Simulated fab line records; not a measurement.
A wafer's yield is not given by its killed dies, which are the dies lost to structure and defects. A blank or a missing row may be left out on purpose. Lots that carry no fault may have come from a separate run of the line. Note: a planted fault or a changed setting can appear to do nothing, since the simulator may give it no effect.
One fault seen from 2 desks + flow sky130 + only its own numbers are on each desk; what lay behind them is given at the end

== AT THE METROLOGY DESK ==
What the gauges read, lot by lot, whatever tool the lot ran on: means of the sampled wafers that have a number. The brackets show how far a lot's mean lies from the usual mean; more than 4 standard deviations puts the lot out of limits, marked OUT.
Columns: A = VIA2_HDPCVD_THK at SKY_VIA2_THK_MEAS_01, usual 1180 nm; B = VIA3_BOW at SKY_VIA3_BOW_MEAS_03, usual 78 um
| lot  | first seen here | A    | B  |
|------|-----------------|------|----|
| L879 | day 35 22:16    | 1187 | 76 |
| L883 | day 37 00:01    | 1197 | 75 |
| L884 | day 37 05:31    | 1185 | 84 |
| L885 | day 37 07:24    | 1184 | 78 |
| L886 | day 37 12:54    | 1176 | 72 |
| L887 | day 37 19:46    | 1168 | 71 |
| L888 | day 38 05:53    | 1180 | 91 |
| L889 | day 38 13:27    | 1186 | 93 |
| L890 | day 38 16:30    | 1155 | 75 |
| L891 | day 39 05:31    | 1183 | 84 |
| L892 | day 39 08:43    | 1182 | 74 |
Result from this desk: across the 11 lots, nothing is out of limits.

== DESK OF THE TOOL OWNER: pvd-sputter-02 ==
At SKY_METAL3_SPUTTER_04 (material TiN, target thk 70 nm, time 58.3 s) the tool's own readings: per lot run on this tool, the mean of the sampled wafers that have a number. The brackets show how far a lot's mean lies from the usual mean; more than 4 standard deviations puts the lot out of limits, marked OUT.
Columns: A = throttle-valve-pct at SKY_METAL3_SPUTTER_04, usual 30.2 %
| lot  | first seen here | A    |
|------|-----------------|------|
| L883 | day 38 03:50    | 29.4 |
| L884 | day 38 09:27    | 29.7 |
| L885 | day 38 10:49    | 30.0 |
| L886 | day 38 16:31    | 30.2 |
| L890 | day 39 20:01    | 29.6 |
| L891 | day 40 08:18    | 29.7 |
| L892 | day 40 11:38    | 29.5 |
Result from this desk: across the 7 lots, nothing is out of limits.

== TAKEN TOGETHER ==
At the metrology desk, nothing out of limits was observed.
The desk of the tool owner found nothing out of limits.

== WHAT THE SIMULATOR PUT IN ==
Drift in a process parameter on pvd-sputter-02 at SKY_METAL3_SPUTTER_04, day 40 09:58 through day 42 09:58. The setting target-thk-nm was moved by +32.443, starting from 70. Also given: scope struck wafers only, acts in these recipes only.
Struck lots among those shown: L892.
